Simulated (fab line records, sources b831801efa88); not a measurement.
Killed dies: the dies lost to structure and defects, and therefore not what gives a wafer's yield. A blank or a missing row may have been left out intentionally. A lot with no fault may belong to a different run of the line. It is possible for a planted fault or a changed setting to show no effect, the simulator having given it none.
fab line records + flow sky130
record
- lots=6
- wafers=18
- last_day=50
route steps=708 shown SONOS_ONO@172 PAD_OPEN@708
lots that met no fault: taken from a fault-free run of the same line
start_h: start of the lot's first displayed wafer, in hours after the record's first day + wait_h: how many hours have passed since the lot's step before this one + " the same as in the row above + L1.1+2: several wafers, shown together as one row + - value missing, or start not given + * or withheld: withheld + < > ~ a bound
route shown NAME@n: names a module that has steps shown in the file, with the first one's number in the route + usual: average and standard deviation across the fault-free wafers + same: alike in all rows + chamber/n: place in a boat + sites: per-site readings + _std_site: standard deviation of those values + _edge_site: the outer-site mean with the inner-site mean subtracted + radius_mm: how far each site lies from the wafer's centre + mask NAME#n: copy n + behind: the tool/chamber that last shaped the wafer + hold: why the lot was held/for how many hours/how that ended + device: the transistor (n, p or np) that didn't switch + end of line: the tests these same wafers got at the end of their route + where a step has no rows: the recipe by itself + killed: count of dies lost to structure and defects at first sort (not the wafer's yield) + map: a wafer's dies, x killed, . not, _ none there
set.NAME: the setting the step ran with; set.NAME@STEP: the setting that earlier step ran with + model.NAME: the simulator's own value behind a step, which no gauge read
lots at selected steps of the route; one table per step, one row per wafer
services: a tool's chamber out of use, with start hour (start_h, from the record's first day; less than 0 if before it), hours out, and reason
## steps
# step SKY_SONOS_ONO_CVD_04
# recipe
- material=SiO2
- precursor=SiH4/N2O
- target_thk_nm=5.7199
- temp_c=900
- pressure_mtorr=400
# step SKY_SONOS_ONO_THK_MEAS_05
# recipe
- reads=SiO2_of_SONOS_ONO_CVD_04
# usual
- SONOS_ONO_CVD_04_THK=5.36/0.13
| lot.wafer | tool          | chamber | start_h | wait_h | SONOS_ONO_CVD_04_THK[nm] |
|-----------|---------------|---------|---------|--------|--------------------------|
| L598.4    | film_metro-02 | -       | 328.67  | 0.0    | 5.49                     |
| L598.5    | "             | -       | "       | "      | 5.45                     |
| L598.6    | "             | -       | "       | "      | 5.49                     |
| L599.1    | film_metro-03 | -       | 331.05  | 0.0    | 5.42                     |
| L599.2    | "             | -       | "       | "      | 5.40                     |
| L599.5    | "             | -       | "       | "      | 5.39                     |
| L604.2    | film_metro-02 | -       | 368.57  | 0.1    | 5.45                     |
| L604.4    | "             | -       | "       | "      | 5.59                     |
| L604.6    | "             | -       | "       | "      | 5.56                     |
| L608.1    | film_metro-02 | -       | 404.64  | 0.0    | 5.20                     |
| L608.5    | "             | -       | "       | "      | 5.25                     |
| L608.6    | "             | -       | "       | "      | 5.34                     |
| L609.1    | film_metro-03 | -       | 413.40  | 0.0    | 5.54                     |
| L609.4    | "             | -       | "       | "      | 5.53                     |
| L609.6    | "             | -       | "       | "      | 5.67                     |
| L611.1    | film_metro-03 | -       | 428.21  | 0.0    | 5.48                     |
| L611.3    | "             | -       | "       | "      | 5.52                     |
| L611.4    | "             | -       | "       | "      | 5.53                     |
# step SKY_SONOS_ONO_DEHYDRATE_06
# recipe
- temp_c=200
- time_s=60
# step SKY_SONOS_ONO_HMDS_07
# recipe
- prime_time_s=60
- prime_temp_c=120
# step SKY_SONOS_ONO_COAT_08
# recipe
- resist=NOVOLAK
- spin_rpm=3000
- resist_thk_nm=1140
# step SKY_SONOS_ONO_SOFTBAKE_09
# recipe
- temp_c=90
- time_s=60
- resist=NOVOLAK
# step SKY_SONOS_ONO_EXPOSE_10
# recipe
- mask_id=ONOM
- target_cd_nm=410
- na=0.6
- source_shape=conventional
- sigma_outer=0.6
- dose_mj=150
# step SKY_SONOS_ONO_PEB_11
# recipe
- temp_c=withheld
- time_s=*
- resist=NOVOLAK
# step SKY_SONOS_ONO_DEVELOP_12
# recipe
- develop_time_s=60
- dev_temp_c=23
# step SKY_SONOS_ONO_CD_MEAS_13
# recipe
- target_cd_nm=410
# usual
- cd_nm=409.3/1.8
| lot.wafer | tool      | chamber | start_h | wait_h | cd_nm |
|-----------|-----------|---------|---------|--------|-------|
| L598.4    | cd_sem-02 | -       | 355.73  | 0.1    | 409.4 |
| L598.5    | "         | -       | "       | "      | 408.1 |
| L598.6    | "         | -       | "       | "      | 410.4 |
| L599.1    | cd_sem-01 | -       | 357.57  | 0.1    | 411.3 |
| L599.2    | "         | -       | "       | "      | 410.7 |
| L599.5    | "         | -       | "       | "      | 413.6 |
| L604.2    | cd_sem-01 | -       | 397.04  | 0.1    | 412.0 |
| L604.4    | "         | -       | "       | "      | 409.7 |
| L604.6    | "         | -       | "       | "      | 409.1 |
| L608.1    | cd_sem-02 | -       | 434.72  | 0.1    | 408.9 |
| L608.5    | "         | -       | "       | "      | 409.6 |
| L608.6    | "         | -       | "       | "      | 409.9 |
| L609.1    | cd_sem-01 | -       | 443.62  | 0.1    | 407.4 |
| L609.4    | "         | -       | "       | "      | 409.0 |
| L609.6    | "         | -       | "       | "      | 409.6 |
| L611.1    | cd_sem-01 | -       | 459.82  | 0.1    | 410.4 |
| L611.3    | "         | -       | "       | "      | 410.3 |
| L611.4    | "         | -       | "       | "      | 411.4 |
# step SKY_SONOS_ONO_OVL_MEAS_14
# usual
- SONOS_ONO_OVL=1.3/1.3
| lot.wafer | tool       | chamber | start_h | wait_h | SONOS_ONO_OVL[nm] |
|-----------|------------|---------|---------|--------|-------------------|
| L598.4    | overlay-02 | -       | 355.80  | 0.1    | 3.0               |
| L598.5    | "          | -       | "       | "      | 1.9               |
| L598.6    | "          | -       | "       | "      | 2.9               |
| L599.1    | overlay-02 | -       | 357.69  | 0.1    | 1.6               |
| L599.2    | "          | -       | "       | "      | 0.8               |
| L599.5    | "          | -       | "       | "      | 1.5               |
| L604.2    | overlay-02 | -       | 397.14  | 0.1    | 1.4               |
| L604.4    | "          | -       | "       | "      | 1.2               |
| L604.6    | "          | -       | "       | "      | 3.0               |
| L608.1    | overlay-02 | -       | 434.84  | 0.1    | 2.3               |
| L608.5    | "          | -       | "       | "      | 3.3               |
| L608.6    | "          | -       | "       | "      | 2.8               |
| L609.1    | overlay-02 | -       | 443.74  | 0.1    | 1.6               |
| L609.4    | "          | -       | "       | "      | 0.6               |
| L609.6    | "          | -       | "       | "      | 1.5               |
| L611.1    | overlay-02 | -       | 459.94  | 0.1    | 0.3               |
| L611.3    | "          | -       | "       | "      | 2.1               |
| L611.4    | "          | -       | "       | "      | 0.2               |
# step SKY_SONOS_ONO_ETCH_15
# recipe
- target_depth_nm=19.52
- chemistry=CHF3/O2
- source_w=600
- bias_w=200
- pressure_mtorr=40
- chf3_flow_sccm=50
- O2_flow_sccm=5
- time_s=7.8
# usual
- O2_flow_sccm=4.998/0.014
- bias_w=200.0/0.6
- drypump_motor_current_A=5.8/0.41
- oes_product_au=0.996/0.0097
- throttle_valve_pct=8.824/0.0097
| lot.wafer | tool        | chamber | start_h | wait_h | O2_flow_sccm | bias_w | drypump_motor_current_A | oes_product_au | rf_hours_counter_h | throttle_valve_pct |
|-----------|-------------|---------|---------|--------|--------------|--------|-------------------------|----------------|--------------------|--------------------|
| L598.4    | rie_diel-02 | 0       | 355.82  | 0.0    | 4.998        | 200.8  | 5.0                     | 0.999          | 70                 | 8.821              |
| L598.5    | "           | 1       | "       | "      | 4.967        | 199.8  | 5.8                     | 0.988          | -                  | 8.827              |
| L598.6    | "           | 0       | "       | "      | 5.004        | 201.5  | 5.0                     | 0.997          | -                  | 8.854              |
| L599.1    | rie_diel-03 | 1       | 357.72  | 0.0    | 5.000        | 199.8  | 5.8                     | 0.997          | 2                  | 8.834              |
| L599.2    | "           | 2       | "       | "      | 4.991        | 199.1  | 5.2                     | 1.012          | 12                 | 8.824              |
| L599.5    | "           | 1       | "       | "      | 4.986        | 199.8  | 5.8                     | 0.990          | -                  | 8.817              |
| L604.2    | rie_diel-04 | 0       | 397.17  | 0.0    | 4.988        | 199.6  | 5.8                     | 0.995          | 2                  | 8.810              |
| L604.4    | "           | 1       | "       | "      | 5.006        | 200.6  | 6.1                     | 0.974          | -                  | 8.796              |
| L604.6    | "           | 0       | "       | "      | 4.986        | 198.8  | 5.8                     | 1.003          | -                  | 8.826              |
| L608.1    | rie_diel-03 | 3       | 434.87  | 0.0    | 5.027        | 199.9  | 5.3                     | 1.003          | 10                 | 8.820              |
| L608.5    | "           | 2       | "       | "      | 5.007        | 200.4  | 5.2                     | 1.004          | -                  | 8.818              |
| L608.6    | "           | 3       | "       | "      | 5.001        | 201.1  | 5.3                     | 0.993          | -                  | 8.827              |
| L609.1    | rie_diel-04 | 3       | 443.77  | 0.0    | 5.004        | 200.8  | 5.2                     | 0.989          | 8                  | 8.817              |
| L609.4    | "           | 1       | "       | "      | 5.024        | 200.4  | 6.1                     | 0.990          | 57                 | 8.834              |
| L609.6    | "           | 2       | "       | "      | 4.995        | 199.4  | 5.7                     | 1.001          | -                  | 8.834              |
| L611.1    | rie_diel-02 | 2       | 459.97  | 0.0    | 4.985        | 200.7  | 6.4                     | 0.993          | 61                 | 8.823              |
| L611.3    | "           | 0       | "       | "      | 5.018        | 199.3  | 5.0                     | 0.994          | 71                 | 8.832              |
| L611.4    | "           | 1       | "       | "      | 4.974        | 199.9  | 5.8                     | 0.978          | 10                 | 8.829              |
# step SKY_SONOS_ONO_WET_ETCH_16
# recipe
- chemistry=dHF
- target_depth_nm=14
- dry=n2_spin
- target=SiO2
- dilution=100:1
- temp_c=25
- time_s=280
# usual
- temp_c=25.01/0.11
| lot.wafer | tool         | chamber | start_h | wait_h | temp_c |
|-----------|--------------|---------|---------|--------|--------|
| L598.4    | wet_bench-04 | 1       | 355.84  | 0.0    | 23.75  |
| L598.5    | "            | 1       | "       | "      | 24.05  |
| L598.6    | "            | 1       | "       | "      | 24.00  |
| L599.1    | wet_bench-04 | 1       | 357.74  | 0.0    | 24.08  |
| L599.2    | "            | 1       | "       | "      | 23.92  |
| L599.5    | "            | 1       | "       | "      | 23.97  |
| L604.2    | wet_bench-03 | 2       | 397.19  | 0.0    | 24.95  |
| L604.4    | "            | 2       | "       | "      | 24.96  |
| L604.6    | "            | 2       | "       | "      | 25.01  |
| L608.1    | wet_bench-03 | 0       | 434.89  | 0.0    | 24.90  |
| L608.5    | "            | 0       | "       | "      | 24.91  |
| L608.6    | "            | 0       | "       | "      | 24.94  |
| L609.1    | wet_bench-04 | 1       | 443.79  | 0.0    | 24.96  |
| L609.4    | "            | 1       | "       | "      | 25.02  |
| L609.6    | "            | 1       | "       | "      | 25.00  |
| L611.1    | wet_bench-03 | 3       | 459.99  | 0.0    | 24.90  |
| L611.3    | "            | 3       | "       | "      | 24.75  |
| L611.4    | "            | 3       | "       | "      | 25.02  |
# step SKY_SONOS_ONO_STRIP_17
# recipe
- chemistry=O2/N2
- power_w=1400
- pressure_mtorr=1500
- platen_temp_c=withheld
- o2_flow_sccm=3000
- n2_flow_sccm=300
- overash_fraction=0.5
# usual
- drypump_motor_current_A=6.0/0.39
- oes_product_au=0.709/0.0049
- strip_time_to_endpoint_s=14.10/0.047
| lot.wafer | tool            | chamber | start_h | wait_h | drypump_motor_current_A | oes_product_au | rf_hours_counter_h | strip_time_to_endpoint_s |
|-----------|-----------------|---------|---------|--------|-------------------------|----------------|--------------------|--------------------------|
| L598.4    | plasma_asher-02 | 1       | 355.96  | 0.0    | 6.0                     | 0.719          | -                  | 14.09                    |
| L598.5    | "               | 0       | "       | "      | 6.2                     | 0.715          | -                  | 14.09                    |
| L598.6    | "               | 1       | "       | "      | 6.0                     | 0.718          | -                  | 14.15                    |
| L599.1    | plasma_asher-03 | 0       | 357.83  | 0.0    | 6.6                     | 0.713          | 67                 | 14.13                    |
| L599.2    | "               | 1       | "       | "      | 6.3                     | 0.711          | 67                 | 14.11                    |
| L599.5    | "               | 1       | "       | "      | 6.3                     | 0.713          | -                  | 14.17                    |
| L604.2    | plasma_asher-02 | 1       | 397.29  | 0.0    | 6.0                     | 0.707          | 54                 | 14.12                    |
| L604.4    | "               | 1       | "       | "      | 6.0                     | 0.711          | -                  | 14.08                    |
| L604.6    | "               | 1       | "       | "      | 6.0                     | 0.705          | -                  | 14.08                    |
| L608.1    | plasma_asher-04 | 1       | 434.98  | 0.0    | 5.4                     | 0.707          | 31                 | 14.17                    |
| L608.5    | "               | 0       | "       | "      | 5.5                     | 0.709          | -                  | 14.11                    |
| L608.6    | "               | 1       | "       | "      | 5.4                     | 0.710          | -                  | 14.12                    |
| L609.1    | plasma_asher-02 | 1       | 443.88  | 0.0    | 6.0                     | 0.713          | 59                 | 14.12                    |
| L609.4    | "               | 0       | "       | "      | 6.2                     | 0.711          | -                  | 14.13                    |
| L609.6    | "               | 0       | "       | "      | 6.2                     | 0.702          | -                  | 14.10                    |
| L611.1    | plasma_asher-03 | 0       | 460.09  | 0.0    | 6.6                     | 0.716          | 77                 | 14.10                    |
| L611.3    | "               | 1       | "       | "      | 6.3                     | 0.715          | -                  | 14.11                    |
| L611.4    | "               | 0       | "       | "      | 6.6                     | 0.707          | -                  | 14.14                    |
# step SKY_PAD_OPEN_PROBE_99
# usual
- killed_at_M0_to_M3=44/7.1
- killed_at_M4_up=3/1.6
- killed_at_contacts=24/5.4
- killed_at_front_end=15/4.7
- killed_at_other=0.3/0.51
- killed_dies=87/9.9
- killed_open=48/7.6
- killed_short=39/6.3
# same
- gross_dies=492
- killed_at_back_side=0
| lot.wafer | tool      | chamber | start_h | wait_h | killed_at_M0_to_M3 | killed_at_M4_up | killed_at_contacts | killed_at_front_end | killed_at_other | killed_dies | killed_open | killed_short |
|-----------|-----------|---------|---------|--------|--------------------|-----------------|--------------------|---------------------|-----------------|-------------|-------------|--------------|
| L599.1    | prober-02 | -       | 1136.24 | 0.1    | 33                 | 2               | 26                 | 20                  | 0               | 81          | 50          | 31           |
| L599.2    | prober-02 | -       | 1136.29 | 0.1    | 42                 | 6               | 22                 | 14                  | 0               | 84          | 42          | 42           |
| L599.5    | prober-02 | -       | 1136.44 | 0.2    | 42                 | 4               | 18                 | 8                   | 1               | 73          | 41          | 32           |
| L604.2    | prober-02 | -       | 1158.08 | 0.1    | 46                 | 4               | 37                 | 18                  | 1               | 106         | 60          | 46           |
| L604.4    | prober-02 | -       | 1158.18 | 0.2    | 28                 | 2               | 21                 | 20                  | 0               | 71          | 41          | 30           |
| L604.6    | prober-02 | -       | 1158.28 | 0.2    | 51                 | 3               | 26                 | 10                  | 0               | 90          | 42          | 48           |
# killed by level:class
L599.1 VIA1:geometric_particle:open=9 FIELD_ISO:geometric_particle:open=8 VIA2:geometric_particle:open=8 CONTACT:geometric_particle:open=8 LI_CONTACT:geometric_particle:open=7 CONTACT:geometric_particle:short=5 POLY_GATE:geometric_particle:short=4 LOCAL_INTERCONNECT:geometric_particle:short=4
L599.2 VIA1:geometric_particle:open=11 CONTACT:geometric_particle:open=8 METAL2:geometric_particle:short=8 CONTACT:geometric_particle:short=6 LI_CONTACT:geometric_particle:open=6 FIELD_ISO:geometric_particle:short=5 METAL4:geometric_particle:short=5 VIA1:geometric_particle:short=5
L599.5 VIA1:geometric_particle:open=14 METAL1:geometric_particle:short=11 CONTACT:geometric_particle:open=6 VIA3:geometric_particle:open=4 VIA2:geometric_particle:open=4 VIA3:geometric_particle:short=4 FIELD_ISO:geometric_particle:open=3 LI_CONTACT:geometric_particle:open=3
L604.2 CONTACT:geometric_particle:open=13 VIA3:geometric_particle:open=9 LI_CONTACT:geometric_particle:open=9 LOCAL_INTERCONNECT:geometric_particle:short=7 METAL1:geometric_particle:short=7 VIA1:geometric_particle:open=7 VIA1:geometric_particle:short=6 VIA2:geometric_particle:open=6
L604.4 CONTACT:geometric_particle:open=9 FIELD_ISO:geometric_particle:open=7 VIA2:geometric_particle:open=7 VIA3:geometric_particle:open=5 POLY_GATE:geometric_particle:short=4 LI_CONTACT:geometric_particle:open=4 POLY_GATE:geometric_particle:open=3 SPACER:geometric_particle:short=3
L604.6 METAL1:geometric_particle:short=11 VIA1:geometric_particle:open=9 VIA3:geometric_particle:open=9 CONTACT:geometric_particle:open=8 VIA3:geometric_particle:short=6 CONTACT:geometric_particle:short=5 LI_CONTACT:geometric_particle:open=5 LI_CONTACT:geometric_particle:short=4
## services
| tool            | chamber | start_h | hours | kind           |
|-----------------|---------|---------|-------|----------------|
| plasma_asher-03 | -       | 332.07  | 2.8   | pm             |
| rie_diel-04     | 0       | 337.88  | 21.9  | repair         |
| rie_diel-03     | 3       | 344.28  | 22.7  | repair         |
| rie_diel-03     | 1       | 345.87  | 3.9   | repair         |
| plasma_asher-04 | -       | 354.86  | 16.7  | repair         |
| rie_diel-04     | 2       | 363.67  | 9.8   | repair         |
| rie_diel-04     | 3       | 375.92  | 6.3   | repair         |
| plasma_asher-04 | -       | 379.28  | 3.2   | repair         |
| rie_diel-02     | -       | 381.02  | 14.6  | pm             |
| rie_diel-04     | 1       | 394.20  | 1.6   | repair         |
| rie_diel-04     | 3       | 394.31  | 8.9   | repair         |
| rie_diel-04     | 2       | 406.89  | 4.5   | repair         |
| rie_diel-02     | 0       | 432.41  | 4.1   | repair         |
| plasma_asher-03 | -       | 437.57  | 1.1   | repair         |
| rie_diel-03     | 0       | 438.27  | -     | clean          |
| rie_diel-03     | 0       | 438.27  | 20.5  | scheduled_down |
| rie_diel-03     | 0       | 438.27  | 20.5  | vent_cycle     |
| plasma_asher-03 | -       | 442.62  | 6.7   | repair         |
| rie_diel-03     | -       | 458.26  | 2.0   | repair         |
## key
first_sign
- step=SKY_SONOS_ONO_WET_ETCH_16
- reading=temp_c
- direction=down
- sigmas=9.9
- usual=*
- struck=*
effect none on later readings
met_at SKY_SONOS_ONO_WET_ETCH_16
struck_wafers L598.4,L598.5,L598.6,L599.1,L599.2,L599.5
tester_left_out L598,L599
fault
- kind=process_parameter_drift
- tool=wet_bench-04
- chamber=-
- onset_h=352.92
- steps=SKY_SONOS_ONO_WET_ETCH_16
- channel=temp_c
- offset=*
- shape=step
- end_h=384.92
- acts_in=*
- stated=*
# tester_left_out: of these lots the tester's yield and bins aren't shown, on N5 and GAA mostly nor the transistor test; their killed dies are dies lost to structure and defects alone, not to doping, threshold or leakage, so they don't give the yield
